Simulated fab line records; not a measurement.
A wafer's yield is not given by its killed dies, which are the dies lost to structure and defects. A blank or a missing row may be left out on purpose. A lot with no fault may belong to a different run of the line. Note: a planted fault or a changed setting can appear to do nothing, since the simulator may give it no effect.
A single fault, viewed from 2 desks || flow sky130 || every desk sees just its own numbers, and what lay behind them comes last

## FROM THE METROLOGY DESK
Means of the sampled wafers that have a number, per lot and without regard to the tool the lot ran on: this is what the gauges read. If a lot's mean is further than 4 standard deviations from the usual mean, the lot is out of limits and carries the mark OUT (the distance appears in the brackets).
Columns: A = PWDE_TW at SKY_PWDE_TW_MEAS_10, usual 372.0
{"lot": "L623", "first seen here": "day 3 19:19", "A": 370.2}
{"lot": "L624", "first seen here": "day 4 03:10", "A": 371.3}
{"lot": "L626", "first seen here": "day 4 12:25", "A": 371.6}
{"lot": "L628", "first seen here": "day 5 02:56", "A": 373.3}
{"lot": "L629", "first seen here": "day 5 07:07", "A": 371.5}
{"lot": "L630", "first seen here": "day 5 12:17", "A": 372.0}
{"lot": "L631", "first seen here": "day 5 16:14", "A": 371.8}
{"lot": "L632", "first seen here": "day 5 21:26", "A": 373.0}
{"lot": "L633", "first seen here": "day 6 04:04", "A": 375.4}
{"lot": "L634", "first seen here": "day 6 09:44", "A": 374.9}
{"lot": "L636", "first seen here": "day 6 21:41", "A": 372.1}
{"lot": "L637", "first seen here": "day 7 06:43", "A": 375.0}
This desk's finding: nothing out of limits on any of the 12 lots.

## FOR THE TOOL OWNER'S DESK: krf scanner-01
The tool's own readings at SKY_FIELD_ISO_EXPOSE_10 (exposes mask FOM, target cd 150 nm): means of the sampled wafers that have a number, for each lot that ran on this tool. If a lot's mean is further than 4 standard deviations from the usual mean, the lot is out of limits and carries the mark OUT (the distance appears in the brackets).
Columns: A = exposure dose mJ cm2 at SKY_FIELD_ISO_EXPOSE_10, usual 28.004; B = focus offset nm at SKY_FIELD_ISO_EXPOSE_10, usual 0.0 nm
{"lot": "L626", "first seen here": "day 2 12:29", "A": 27.980, "B": 0.2}
{"lot": "L630", "first seen here": "day 3 11:13", "A": 28.039, "B": 0.1}
{"lot": "L631", "first seen here": "day 3 14:08", "A": 28.025, "B": 0.2}
{"lot": "L633", "first seen here": "day 4 00:09", "A": 28.057, "B": 0.0}
This desk's finding: nothing out of limits on any of the 4 lots.

## ALL TOGETHER
Metrology desk: nothing out of limits seen.
The tool owner's desk saw nothing out of limits.

## WHAT HAD BEEN PUT IN BY THE SIMULATOR
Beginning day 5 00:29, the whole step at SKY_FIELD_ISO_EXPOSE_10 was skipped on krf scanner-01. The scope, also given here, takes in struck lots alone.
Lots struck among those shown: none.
